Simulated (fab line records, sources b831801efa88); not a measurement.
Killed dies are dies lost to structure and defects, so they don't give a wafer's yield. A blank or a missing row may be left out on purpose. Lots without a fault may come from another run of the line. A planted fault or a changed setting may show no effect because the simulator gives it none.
Which tool did it? | flow gf180mcu | 13 lots, 39 wafers sampled, at 5 steps of a route of 602

WHAT THE GAUGES READ, wafer by wafer
GF_MIM_THK_MEAS_06. Usual: MIM_CVD_05_THK 41.9 nm, standard deviation 0.56.
lot  | measured     | on            | MIM_CVD_05_THK (nm) | flag
L701 | day 24 14:43 | film_metro-02 | 41.7 42.5 42.1      |
L704 | day 25 16:59 | film_metro-02 | 41.7 41.8 42.2      |
L710 | day 28 13:59 | film_metro-01 | 43.3 42.9 42.4      |
L711 | day 28 19:21 | film_metro-02 | 41.3 42.4 42.7      |
L712 | day 29 04:08 | film_metro-03 | 42.5 42.4 42.7      |
L713 | day 29 07:26 | film_metro-01 | 40.8 41.4 41.9      |
L714 | day 29 23:26 | film_metro-02 | 41.2 41.7 42.1      |
L717 | day 30 08:18 | film_metro-03 | 41.1 41.1 42.1      |
L718 | day 30 17:38 | film_metro-03 | 41.7 41.5 42.5      |
L719 | day 30 21:56 | film_metro-01 | 41.6 41.5 41.5      |
L721 | day 31 02:38 | film_metro-02 | 42.2 42.4 43.0      |
L720 | day 31 05:27 | film_metro-01 | 41.7 41.1 42.1      |
L722 | day 31 16:22 | film_metro-03 | 41.4 41.5 41.6      |

GF_V5_THK_MEAS_01. Usual: V5_CVD_00_THK 299 nm, standard deviation 3.3.
lot  | measured     | on            | V5_CVD_00_THK (nm) | flag
L701 | day 26 11:08 | film_metro-02 | 605 594 603        | OFF
L704 | day 27 11:13 | film_metro-04 | 297 296 299        |
L710 | day 30 04:35 | film_metro-03 | 602 596 599        | OFF
L711 | day 30 09:36 | film_metro-02 | 303 298 303        |
L712 | day 30 17:50 | film_metro-02 | 295 300 295        |
L713 | day 30 19:58 | film_metro-02 | 301 300 301        |
L714 | day 31 12:15 | film_metro-04 | 302 304 300        |
L717 | day 31 20:26 | film_metro-02 | 299 299 301        |
L718 | day 32 05:24 | film_metro-03 | 296 299 297        |
L719 | day 32 09:39 | film_metro-03 | 295 304 299        |
L721 | day 32 13:56 | film_metro-02 | 304 295 300        |
L720 | day 32 16:47 | film_metro-02 | 294 303 298        |
L722 | day 33 03:49 | film_metro-02 | 298 299 294        |

WHICH TOOL RAN EACH LOT (tool, then ch and the chambers of the sampled wafers, then the start)
lot  | GF_V4_CVD_02                    | GF_V4_SPUTTER_22             | GF_V5_CVD_00
L701 | pecvd-01 ch 0,1, day 23 15:05   | pvd_sputter-04, day 24 13:50 | hdpcvd-01 ch 0,2, day 26 10:51
L704 | pecvd-03 ch 0,2, day 24 16:56   | pvd_sputter-02, day 25 16:07 | hdpcvd-02 ch 0,2, day 27 11:10
L710 | pecvd-04 ch 0,1,2, day 27 16:23 | pvd_sputter-02, day 28 13:04 | hdpcvd-02 ch 0,1,2, day 30 04:20
L711 | pecvd-03 ch 0,1,2, day 27 22:29 | pvd_sputter-01, day 28 18:26 | hdpcvd-02 ch 0,1,2, day 30 09:33
L712 | pecvd-03 ch 0,1,2, day 28 06:34 | pvd_sputter-01, day 29 03:12 | hdpcvd-01 ch 0,1, day 30 17:46
L713 | pecvd-04 ch 0,2, day 28 09:57   | pvd_sputter-02, day 29 06:33 | hdpcvd-01 ch 1,2, day 30 19:55
L714 | pecvd-03 ch 2, day 29 02:43     | pvd_sputter-01, day 29 22:32 | hdpcvd-02 ch 0,1,2, day 31 12:12
L717 | pecvd-01 ch 0,2, day 29 11:29   | pvd_sputter-01, day 30 07:17 | hdpcvd-02 ch 0,2, day 31 20:22
L718 | pecvd-04 ch 0,1,2, day 29 21:20 | pvd_sputter-04, day 30 16:44 | hdpcvd-02 ch 0,1,2, day 32 05:21
L719 | pecvd-01 ch 0,1, day 30 01:28   | pvd_sputter-01, day 30 21:02 | hdpcvd-01 ch 0,2, day 32 09:36
L721 | pecvd-03 ch 0,2, day 30 06:37   | pvd_sputter-01, day 31 01:45 | hdpcvd-01 ch 0,2, day 32 13:52
L720 | pecvd-01 ch 0,1,2, day 30 09:20 | pvd_sputter-02, day 31 04:32 | hdpcvd-01 ch 0,1,2, day 32 16:44
L722 | pecvd-04 ch 0,1,2, day 30 20:25 | pvd_sputter-04, day 31 15:27 | hdpcvd-01 ch 0,1,2, day 33 03:47
- GF_V4_CVD_02: deposits SiO2 from TEOS, target thk 850 nm, time 94.851 s.
- GF_V4_SPUTTER_22: material TiN, target thk 10 nm, time 40 s.
- GF_V5_CVD_00: deposits SiO2, target thk 300 nm, time 50 s.

WHAT THE TOOLS THEMSELVES READ (means of the sampled wafers that have a number; where no wafer has one, the mark that the record gives instead)
GF_V4_CVD_02. Usual: heater_power_w 666 W, standard deviation 100.
lot  | tool     | heater_power_w (W) | flag
L701 | pecvd-01 | 769                |
L704 | pecvd-03 | 792                |
L710 | pecvd-04 | 613                |
L711 | pecvd-03 | 701                |
L712 | pecvd-03 | 686                |
L713 | pecvd-04 | 586                |
L714 | pecvd-03 | 747                |
L717 | pecvd-01 | 738                |
L718 | pecvd-04 | 649                |
L719 | pecvd-01 | 826                |
L721 | pecvd-03 | 783                |
L720 | pecvd-01 | 657                |
L722 | pecvd-04 | 575                |

GF_V4_SPUTTER_22. Usual: throttle_valve_pct 29.9 %, standard deviation 1.3.
lot  | tool           | throttle_valve_pct (%) | flag
L701 | pvd_sputter-04 | 29.6                   |
L704 | pvd_sputter-02 | 29.6                   |
L710 | pvd_sputter-02 | 29.5                   |
L711 | pvd_sputter-01 | 29.9                   |
L712 | pvd_sputter-01 | 29.4                   |
L713 | pvd_sputter-02 | 29.8                   |
L714 | pvd_sputter-01 | 30.4                   |
L717 | pvd_sputter-01 | 30.0                   |
L718 | pvd_sputter-04 | 28.8                   |
L719 | pvd_sputter-01 | 29.4                   |
L721 | pvd_sputter-01 | 31.1                   |
L720 | pvd_sputter-02 | 30.3                   |
L722 | pvd_sputter-04 | 29.5                   |

THE ANSWER, worked out from the rows above alone
Rule: a lot is off if the mean of its wafers that have a number lies more than 3 standard deviations from the usual mean. A lot without any number at a reading at which 4 lots or more have one is off too. The other lots that the step has rows for count as sound. The gauges are gone through in route order, then the tools' own readings, and for those a lot's mean is taken as printed above. The first step at which some lot is off is used, and at that step the reading that is off furthest; a lot without a number counts as furthest.
Off: L701, L710, at GF_V5_THK_MEAS_01 (V5_CVD_00_THK).
A tool fits if, at a process step before that reading, it ran every lot that is off, and no sound lot after the first of them. The gauges at GF_V5_THK_MEAS_01 are tried like those tools. None of those tried fits.

WHAT THE SIMULATOR HAD PUT IN
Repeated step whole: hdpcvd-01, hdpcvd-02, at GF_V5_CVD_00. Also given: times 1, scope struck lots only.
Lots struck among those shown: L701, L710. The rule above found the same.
